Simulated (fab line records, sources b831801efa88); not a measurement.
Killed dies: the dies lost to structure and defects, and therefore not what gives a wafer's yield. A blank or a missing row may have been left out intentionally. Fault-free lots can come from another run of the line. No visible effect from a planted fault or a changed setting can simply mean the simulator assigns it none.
The same fault as seen by 2 desks + flow sky130 + what lay behind the numbers comes last; until then each desk has only its own

TOOL OWNER'S DESK, rtp anneal-01
At SKY_SD_N_RTA_14 (time 2 s), the tool's own readings, given per lot that ran on this tool as the mean of the sampled wafers with a number. The brackets show how far a lot's mean lies from the usual mean; more than 4 standard deviations puts the lot out of limits, marked OUT.
Columns: A = anneal temp c max at SKY_SD_N_RTA_14, usual 1080.1; B = lamp power pct at SKY_SD_N_RTA_14, usual 15.74 %; C = ramp down c per s at SKY_SD_N_RTA_14, usual 90.000; D = wafer_temp_C_max at SKY_SD_N_RTA_14, usual 1078.0
| lot  | first seen here | A      | B               | C      | D      |
|------|-----------------|--------|-----------------|--------|--------|
| L491 | day 28 07:29    | 1078.9 | 15.72           | 90.002 | 1077.1 |
| L499 | day 30 23:52    | 1079.0 | 14.47 (-21) OUT | 89.991 | 1077.7 |
| L501 | day 31 18:39    | 1077.8 | 14.53 (-20) OUT | 90.001 | 1076.5 |
| L511 | day 34 16:22    | 1077.8 | 15.75           | 89.993 | 1078.3 |
| L512 | day 35 11:06    | 1077.3 | 15.74           | 90.023 | 1077.8 |
This desk finds L499, L501 out of limits, L499 being first, at day 30 23:52 (lamp power pct at SKY_SD_N_RTA_14). L491, L511, L512 stayed within limits.

METROLOGY DESK
What the gauges read, lot by lot, whatever tool the lot ran on: means of the sampled wafers that have a number. The brackets show how far a lot's mean lies from the usual mean; more than 4 standard deviations puts the lot out of limits, marked OUT.
Columns: A = LDD_LDN_OVL at SKY_LDD_LDN_OVL_MEAS_07, usual 0.4 nm; B = SD_N_RS at SKY_SD_N_RS_MEAS_16, usual 68.54 ohm/sq; C = SD_P_RS at SKY_SD_N_RS_MEAS_17, usual 147.0 ohm/sq
| lot  | first seen here | A    | B               | C               |
|------|-----------------|------|-----------------|-----------------|
| L490 | day 22 14:22    | 1.1  | 68.71           | 147.4           |
| L491 | day 23 05:56    | 0.0  | 68.38           | 146.4           |
| L499 | day 26 02:01    | -0.2 | 73.97 (+49) OUT | 180.1 (+92) OUT |
| L501 | day 26 23:03    | -0.4 | 73.94 (+49) OUT | 180.2 (+92) OUT |
| L502 | day 27 07:19    | 0.1  | 68.58           | 147.1           |
| L506 | day 28 13:32    | 0.5  | 68.35           | 146.6           |
| L507 | day 29 02:04    | -0.8 | 68.40           | 146.8           |
| L510 | day 29 22:17    | -0.9 | 68.64           | 147.1           |
| L511 | day 29 23:52    | 1.4  | 68.59           | 146.9           |
| L512 | day 30 08:33    | 0.3  | 68.53           | 147.2           |
| L513 | day 30 14:24    | 0.0  | 68.62           | 147.1           |
This desk finds L499, L501 out of limits, with the earliest case on L499 at day 31 00:02 (SD_N_RS at SKY_SD_N_RS_MEAS_16). L490, L491, L502, L506, L507, L510, L511, L512, L513 stayed within limits.

TAKEN TOGETHER
The tool owner's desk had the chance to raise an alarm at day 30 23:52 on L499, L501.
At day 31 00:02 the metrology desk could have sounded an alarm, on L499, L501.
The lots listed all ran SKY_SD_N_RTA_14 on rtp anneal-01.

WHAT WAS PUT IN BY THE SIMULATOR
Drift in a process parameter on rtp anneal-01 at SKY_SD_N_RTA_14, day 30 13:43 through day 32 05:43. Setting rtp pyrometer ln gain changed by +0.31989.
Struck lots among those shown: L499, L501.
Delay (hours) between the fault's onset and each desk's first out-of-limits reading: 10 at the tool owner's desk, 10 at the metrology desk.
